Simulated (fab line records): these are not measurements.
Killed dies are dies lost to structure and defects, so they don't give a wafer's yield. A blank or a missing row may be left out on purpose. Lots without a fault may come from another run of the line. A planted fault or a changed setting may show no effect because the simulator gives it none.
A struck lot beside a sound one + flow sky130 + 33 out of 708 route steps
Sound: these wafers, L646.3, L646.4, L646.6. Wafers struck: L664.3, L664.4, L664.6. At the end, the cause is stated.
At each step with rows: each side's tool, then ch and its chambers, then its first start. Under that, the readings that differ: sound wafers + struck wafers + difference of the means + sigmas: that difference in standard deviations of wafers without a fault.
alike: readings with means less than 2 such deviations apart, plus words and numbers identical on both sides. not compared: withheld readings, readings lacking a value on some wafer, bounds such as >300 that could conceal the same value, and numbers that have no deviation in the record and whose values overlap.
A row with sigmas, a row that says differs or no value, or rows on one side alone: a step with any of these is where the two part. Non-overlapping numbers with no deviation appear without sigmas and do not part them. A reading that every wafer of one side lacks parts them only if that side has two wafers or more.

first, 1 step without rows for these wafers: SKY_METAL2_DEVELOP_14 (develop time 60 s).
SKY_METAL2_CD_MEAS_15: target cd 140 nm.
  sound on cd-sem-02, day 35 20:15; struck on cd-sem-01, day 41 12:56
  alike: cd-nm
SKY_METAL2_OVL_MEAS_16:
  sound on overlay-02, day 35 20:20; struck on overlay-01, day 41 13:01
  alike: METAL2_OVL
SKY_METAL2_DESCUM_17: chemistry O2, time 8 s.
  sound on rie-metal-02 ch 0,1, day 35 20:22; struck on rie-metal-01 ch 0,1, day 41 13:04
  alike: drypump-motor-current-A, oes-product-au
  not compared: rf-hours-counter-h
SKY_METAL2_ETCH_18: etches BARC in N2/H2, stops on SiO2, time 45.9 s, target depth 60 nm.
  sound on rie-metal-02 ch 0,1, day 35 20:25; struck on rie-metal-01 ch 0,1, day 41 13:06
  alike: drypump-motor-current-A, oes-product-au, throttle-valve-pct
  not compared: rf-hours-counter-h
then, 6 steps without rows for these wafers: SKY_METAL2_METAL_ETCH_19 (etches the open film in Cl2/BCl3, stops on SiO2, target depth 360 nm, time 78 s); SKY_METAL2_STRIP_20 (strips in O2/N2); SKY_METAL2_STRIP_21 (strips in post etch residue remover, time 1200 s); SKY_METAL2_CLEAN_22 (cleans in IPA, time 180 s); SKY_METAL2_CLEAN_23 (cleans in O3/DIW); SKY_VIA2_HDPCVD_00 (deposits SiO2, target thk 1180 nm, time 196.7 s).
SKY_VIA2_THK_MEAS_01:
  sound on film-metro-03, day 35 21:21; struck on film-metro-01, day 41 13:58
  alike: VIA2_HDPCVD_THK
SKY_VIA2_CMP_02: polishes SiO2.
  sound on cmp-01 ch 0,2, day 35 21:56; struck on cmp-01 ch 1,2,3, day 41 14:04
  no value came back on the struck wafers for edge-zone-pressure-frac, head-pressure-psi (psi), motor-current-A (A), platen-rpm (rpm); on the sound wafers edge-zone-pressure-frac reads 0.994 1.000 1.000
| reading                                  | sound           | struck         | difference | sigmas |
|------------------------------------------|-----------------|----------------|------------|--------|
| model.SiO2_of_VIA2_HDPCVD_00.thk-nm (nm) | 495 496.5 496.4 | 1196 1177 1184 | +690       |        |
SKY_VIA2_BOW_MEAS_03:
  sound on film-metro-01, day 35 22:16; struck on film-metro-01, day 41 14:21
| reading       | sound    | struck      | difference | sigmas |
|---------------|----------|-------------|------------|--------|
| VIA2_BOW (um) | 74 92 90 | 121 111 112 | +29        | +4     |
then, 8 steps without rows for these wafers: SKY_VIA2_DEHYDRATE_04 (time 60 s); SKY_VIA2_HMDS_05 (prime time 60 s); SKY_VIA2_COAT_06 (resist thk 60 nm); SKY_VIA2_COAT_07 (resist thk 450 nm); SKY_VIA2_SOFTBAKE_08 (time 90 s); SKY_VIA2_EXPOSE_09 (exposes mask VIM2, target cd 200 nm); SKY_VIA2_PEB_10; SKY_VIA2_DEVELOP_11 (develop time 60 s).
SKY_VIA2_CD_MEAS_12: target cd 200 nm.
  sound on cd-sem-01, day 37 00:36; struck on cd-sem-01, day 42 14:01
| reading    | sound             | struck            | difference | sigmas |
|------------|-------------------|-------------------|------------|--------|
| cd-nm (nm) | 199.4 199.6 199.5 | 203.0 204.7 203.0 | +4.1       | +3     |
SKY_VIA2_OVL_MEAS_13:
  sound on overlay-01, day 37 00:41; struck on overlay-01, day 42 14:07
  alike: VIA2_OVL
SKY_VIA2_ETCH_14: etches BARC in N2/H2, stops on SiO2, time 45.9 s, target depth 60 nm.
  sound on rie-diel-01 ch 2,3, day 37 00:43; struck on rie-diel-03 ch 0,1,2, day 42 14:08
  alike: drypump-motor-current-A, oes-product-au, throttle-valve-pct
  not compared: rf-hours-counter-h
SKY_VIA2_ETCH_15: etches SiO2 in C4F8/O2/Ar, stops on TiN, target depth 546 nm, time 84 s.
  sound on rie-diel-01 ch 2,3, day 37 00:46; struck on rie-diel-03 ch 0,1,2, day 42 14:11
| reading                          | sound             | struck            | difference | sigmas      |
|----------------------------------|-------------------|-------------------|------------|-------------|
| oes-product-au (a.u.)            | 0.941 0.941 0.938 | 1.621 1.626 1.617 | +0.681     | +99 or more |
| model.VIA2.feature-depth-nm (nm) | 495 496.5 496.4   | 544.9 546.3 543.2 | +48.8      |             |
| model.etch.depth-nm (nm)         | 495 496.5 496.4   | 544.9 546.3 543.2 | +48.8      |             |
  not compared: rf-hours-counter-h
then, 4 steps without rows for these wafers: SKY_VIA2_STRIP_16 (strips in O2/N2); SKY_VIA2_STRIP_17 (strips in post etch residue remover, time 1200 s); SKY_VIA2_CLEAN_18 (cleans in IPA, time 180 s); SKY_VIA2_CLEAN_19 (cleans in O3/DIW).
SKY_VIA2_SPUTTER_20: material TiN, target thk 20 nm, time 80 s.
  sound on pvd-sputter-03, day 37 01:25; struck on pvd-sputter-01, day 42 14:50
  alike: throttle-valve-pct
SKY_VIA2_CVD_21: deposits W, target thk 420 nm, time 126.4 s.
  sound on cvd-w-01 ch 0,1, day 37 01:31; struck on cvd-w-01 ch 0,1, day 42 14:56
  alike: heater-power-w
SKY_VIA2_CMP_24: polishes, stops on SiO2, t overpolish 20 s, target thk 0 nm.
  sound on cmp-01 ch 0,2, day 37 01:50; struck on cmp-02 ch 1,2, day 42 15:16
| reading                                  | sound           | struck         | difference | sigmas |
|------------------------------------------|-----------------|----------------|------------|--------|
| model.SiO2_of_VIA2_HDPCVD_00.thk-nm (nm) | 490.6 492.1 492 | 1192 1172 1180 | +690       |        |
  alike: edge-zone-pressure-frac, head-pressure-psi, motor-current-A, platen-rpm

WHERE THEY PART
Earliest at SKY_VIA2_CMP_02; latest, in this record, at SKY_VIA2_ETCH_15. Later steps at which nothing parts them and some readings are alike: SKY_VIA2_SPUTTER_20, SKY_VIA2_CVD_21, SKY_VIA2_CMP_24.

WHY: what the simulator had put in
Whole step skipped at SKY_VIA2_CMP_02 on cmp-01, starting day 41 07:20. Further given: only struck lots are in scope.
